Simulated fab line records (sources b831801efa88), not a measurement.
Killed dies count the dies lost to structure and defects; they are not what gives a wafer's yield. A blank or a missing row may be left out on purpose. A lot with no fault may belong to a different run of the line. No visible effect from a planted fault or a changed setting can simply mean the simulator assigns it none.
A struck lot beside a sound one	flow sky130	43 out of 708 route steps
Sound: these wafers, L261.1, L261.3, L261.6. Struck: wafer L275.3 (L275.1, L275.4, from the same lot, were not struck and are left out); the cause is given at the end.
For every step that has rows: the tool of each side, followed by ch and its chambers, followed by its first start. Under that, the readings that differ: sound wafers	struck wafers	difference of the means	sigmas: that difference in standard deviations of wafers without a fault.
alike: readings with means less than 2 such deviations apart, plus words and numbers identical on both sides. not compared: withheld readings, readings lacking a value on some wafer, bounds such as >300 that could conceal the same value, and numbers that have no deviation in the record and whose values overlap.
The two part at a step that has a row with sigmas, a row that says differs or no value, or rows on one side only. Numbers that don't overlap but have no deviation are shown without sigmas and don't part them. A reading missing from all wafers of one side parts the sides only when that side holds two or more wafers.

first, 1 step without rows for these wafers: SKY_FIELD_ISO_CVD_03 (deposits Si3N4 from DCS/NH3, target thk 165 nm, time 2830 s).
SKY_FIELD_ISO_THK_MEAS_04:
  sound on film metro-01, day 2 00:49; struck on film metro-02, day 5 01:31
  alike: FIELD_ISO_CVD_03_THK
then, 8 steps without rows for these wafers: SKY_FIELD_ISO_DEHYDRATE_05 (time 60 s); SKY_FIELD_ISO_HMDS_06 (prime time 60 s); SKY_FIELD_ISO_COAT_07 (resist thk 60 nm); SKY_FIELD_ISO_COAT_08 (resist thk 450 nm); SKY_FIELD_ISO_SOFTBAKE_09 (time 90 s); SKY_FIELD_ISO_EXPOSE_10 (exposes mask FOM, target cd 150 nm); SKY_FIELD_ISO_PEB_11; SKY_FIELD_ISO_DEVELOP_12 (develop time 60 s).
SKY_FIELD_ISO_CD_MEAS_13: target cd 150 nm.
  sound on cd sem-02, day 2 15:01; struck on cd sem-01, day 5 18:40
  alike: cd nm
SKY_FIELD_ISO_ETCH_14: etches BARC in N2/H2, stops on SiO2, time 45.9 s, target depth 60 nm.
  sound on rie diel-04 ch 0,1,3, day 2 15:08; struck on rie diel-03 ch 1, day 5 18:47
  alike: drypump motor current A, oes product au, throttle valve pct
  not compared: rf hours counter h
SKY_FIELD_ISO_ETCH_15: etches the open film in CHF3/O2, stops on Si, target depth 180 nm, time 72 s.
  sound on rie diel-04 ch 0,1,3, day 2 15:10; struck on rie diel-03 ch 1, day 5 18:49
  alike: O2_flow_sccm, drypump motor current A, oes product au, throttle valve pct
  not compared: rf hours counter h
SKY_FIELD_ISO_STRIP_16: strips in O2/N2.
  sound on plasma asher-01 ch 0,1, day 2 15:14; struck on plasma asher-02 ch 1, day 5 18:53
  alike: drypump motor current A, oes product au, strip time to endpoint s
  not compared: rf hours counter h
SKY_FIELD_ISO_ETCH_17: etches Si in HBr/Cl2/O2, target depth 342 nm, time 97.7 s.
  sound on rie si-01 ch 0,1,3, day 2 15:20; struck on rie si-02 ch 3, day 5 18:59
  alike: O2_flow_sccm, drypump motor current A, oes product au, throttle valve pct
  not compared: rf hours counter h
then, 5 steps without rows for these wafers: SKY_FIELD_ISO_WET_ETCH_18 (etches Si3N4 in H3PO4, target depth 25 nm, time 286 s); SKY_FIELD_ISO_CLEAN_19 (cleans in SC1/SC2, time 150 s); SKY_FIELD_ISO_CLEAN_20 (cleans in dHF, time 20 s); SKY_FIELD_ISO_WET_ETCH_21 (etches SiO2 in dHF, target depth 20 nm, time 400 s); SKY_FIELD_ISO_OXIDATION_22 (stabilise 600 s, purge 300 s, target thk 10 nm).
SKY_FIELD_ISO_THK_MEAS_23:
  sound on film metro-01, day 2 17:24; struck on film metro-04, day 5 21:11
  alike: FIELD_ISO_OXIDATION_01_THK
then, 1 step without rows for these wafers: SKY_FIELD_ISO_CVD_24 (deposits SiO2, target thk 595 nm, time 99.2 s).
SKY_FIELD_ISO_THK_MEAS_25:
  sound on film metro-01, day 2 17:32; struck on film metro-01, day 5 21:19
  alike: FIELD_ISO_CVD_24_THK
then, 1 step without rows for these wafers: SKY_FIELD_ISO_ANNEAL_26 (time 1800 s).
SKY_FIELD_ISO_CMP_27: polishes, stops on Si3N4, t overpolish 16 s, target thk 457.8 nm.
  sound on cmp-02 ch 0,1,2, day 2 20:37; struck on cmp-01 ch 3, day 5 23:29
reading	sound	struck	difference	sigmas
overpolish run s (s)	16.014 16.008 16.012	15.994	-0.017	-2
slurry flow ml min	150.4 150.0 149.2	151.0	+1.1	+3
time to endpoint s (s)	109 108 109	119	+10	+2
  alike: head pressure psi, motor current A, retaining ring pressure frac
then, 5 steps without rows for these wafers: SKY_FIELD_ISO_WET_ETCH_28 (etches SiO2 in dHF, target depth 23.7 nm, time 47 s); SKY_FIELD_ISO_WET_ETCH_29 (etches Si3N4 in H3PO4, target depth 160 nm, time 1825 s); SKY_FIELD_ISO_WET_ETCH_30 (etches SiO2 in dHF, target depth 25 nm, time 50 s); SKY_NWELL_CLEAN_00 (cleans in SC1/SC2, time 150 s); SKY_NWELL_OXIDATION_01 (stabilise 600 s, purge 300 s, target thk 10 nm).
SKY_NWELL_THK_MEAS_02:
  sound on film metro-03, day 2 23:35; struck on film metro-01, day 6 02:17
  alike: NWELL_OXIDATION_THK
then, 8 steps without rows for these wafers: SKY_DNWELL_DEHYDRATE_00 (time 60 s); SKY_DNWELL_HMDS_01 (prime time 60 s); SKY_DNWELL_COAT_02 (resist thk 3000 nm); SKY_DNWELL_SOFTBAKE_03; SKY_DNWELL_EXPOSE_04 (exposes mask DNM, target cd 3000 nm); SKY_DNWELL_PEB_05; SKY_DNWELL_DEVELOP_06 (develop time 60 s); SKY_DNWELL_IMPLANT_07.
SKY_DNWELL_STRIP_08: strips in O2/N2.
  sound on plasma asher-04 ch 0,1, day 3 14:55; struck on plasma asher-03 ch 1, day 6 22:40
  alike: drypump motor current A, oes product au, strip time to endpoint s
  not compared: rf hours counter h
SKY_DNWELL_TW_MEAS_09:
  sound on film metro-03, day 3 15:01; struck on film metro-02, day 6 22:46
reading	sound	struck	difference	sigmas
DNWELL_TW	1134 1137 1135	1111	-24	-3
then, 1 step without rows for these wafers: SKY_PWDE_DEHYDRATE_00 (time 60 s).
-- the record jumps here: 43 days lie between the struck wafers' starts before and after (it left off in module PWDE and takes up again in module PAD_OPEN, whose first step shown is number 708 of the route) --
SKY_PAD_OPEN_PROBE_99:
  sound on prober-01, day 46 02:23; struck on prober-01, day 49 17:17
reading	sound	struck	difference	sigmas
hold	- - -	await dispo/5.5h/release	no value on the sound wafers	
killed at front end	16 22 9	80	+64	+14
killed dies	95 95 71	145	+58	+6
  alike: killed_at_M0_to_M3, killed_at_M4_up, killed at contacts, killed at other, killed open, killed short

== WHERE THEY PART ==
Last at SKY_PAD_OPEN_PROBE_99 as far as this record goes, first at SKY_FIELD_ISO_CMP_27.

WHY: what had been put in by the simulator
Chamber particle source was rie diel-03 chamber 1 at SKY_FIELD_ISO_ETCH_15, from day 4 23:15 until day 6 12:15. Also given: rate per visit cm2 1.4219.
